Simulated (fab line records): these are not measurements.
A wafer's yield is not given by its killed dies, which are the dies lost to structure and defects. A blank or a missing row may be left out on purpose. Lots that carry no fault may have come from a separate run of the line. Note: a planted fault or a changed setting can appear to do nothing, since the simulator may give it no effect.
2 desks looking at one fault || flow sky130 || each desk holds nothing but its own numbers, with what lay behind them at the end

TOOL OWNER'S DESK, furnace-01
The tool's own readings at SKY_GATE_OXIDE_OXIDATION_01 (stabilise 600 s, purge 300 s, target thk 10.268 nm): means of the sampled wafers that have a number, for each lot that ran on this tool. A lot is out of limits, marked OUT, if its mean lies more than 4 standard deviations from the usual mean; the brackets give that distance.
Columns: A = tube_center_temp_C_max at SKY_GATE_OXIDE_OXIDATION_01, usual 902.3; B = zone power centre pct at SKY_GATE_OXIDE_OXIDATION_01, usual 18.7 %
{"lot": "L380", "first seen here": "day 13 01:22", "A": 902.6, "B": 16.6}
{"lot": "L383", "first seen here": "day 14 19:12", "A": 902.6, "B": 16.6}
{"lot": "L385", "first seen here": "day 15 03:51", "A": 902.3, "B": 16.6}
{"lot": "L386", "first seen here": "day 15 09:29", "A": 902.2, "B": 16.6}
{"lot": "L387", "first seen here": "day 15 14:22", "A": 902.4, "B": 16.8}
This desk's finding: nothing out of limits on any of the 5 lots.

METROLOGY DESK
What the gauges read for every lot (on any tool): the sampled wafers with a number, averaged. A lot is out of limits, marked OUT, if its mean lies more than 4 standard deviations from the usual mean; the brackets give that distance.
Columns: A = cd nm at SKY_SONOS_ONO_CD_MEAS_13, usual 410.0 nm; B = SONOS_ONO_OVL at SKY_SONOS_ONO_OVL_MEAS_14, usual 0.6 nm; C = GATE_OXIDE_OXIDATION_00_THK at SKY_GATE_OXIDE_THK_MEAS_02, usual 10.21 nm; D = GATE_OXIDE_OVL at SKY_GATE_OXIDE_OVL_MEAS_10, usual -1.3 nm; E = GATE_OXIDE_TW at SKY_GATE_OXIDE_TW_MEAS_14, usual 223.5; F = POLY_GATE_CVD_00_THK at SKY_POLY_GATE_THK_MEAS_01, usual 180.9 nm; G = POLY_GATE_TW at SKY_RES_PROTECT_TW_MEAS_08, usual 4003
{"lot": "L380", "first seen here": "day 13 00:53", "A": 410.6, "B": 0.8, "C": 10.23, "D": -1.3, "E": 225.3, "F": 179.8, "G": 4023}
{"lot": "L383", "first seen here": "day 14 18:07", "A": 412.3, "B": 1.2, "C": 10.51, "D": -0.4, "E": 223.7, "F": 180.3, "G": 4024}
{"lot": "L385", "first seen here": "day 15 02:31", "A": 411.8, "B": 1.7, "C": 10.22, "D": -1.4, "E": 226.2, "F": 179.7, "G": 4002}
{"lot": "L386", "first seen here": "day 15 08:37", "A": 410.3, "B": 2.2, "C": 10.17, "D": -2.4, "E": 221.9, "F": 182.2, "G": 4004}
{"lot": "L387", "first seen here": "day 15 13:17", "A": 409.0, "B": 0.0, "C": 9.98, "D": -0.8, "E": 223.3, "F": 181.0, "G": 4036}
{"lot": "L392", "first seen here": "day 17 05:23", "A": 414.7, "B": 0.0, "C": 10.14, "D": -1.9, "E": 220.3, "F": 179.4, "G": 3971}
{"lot": "L396", "first seen here": "day 18 18:40", "A": 412.1, "B": 1.5, "C": 9.85, "D": -1.9, "E": 223.9, "F": 179.4, "G": 4052}
This desk's finding: nothing out of limits on any of the 7 lots.

BROUGHT TOGETHER
The desk of the tool owner found nothing out of limits.
The metrology desk saw nothing out of limits.

WHAT HAD BEEN PUT IN BY THE SIMULATOR
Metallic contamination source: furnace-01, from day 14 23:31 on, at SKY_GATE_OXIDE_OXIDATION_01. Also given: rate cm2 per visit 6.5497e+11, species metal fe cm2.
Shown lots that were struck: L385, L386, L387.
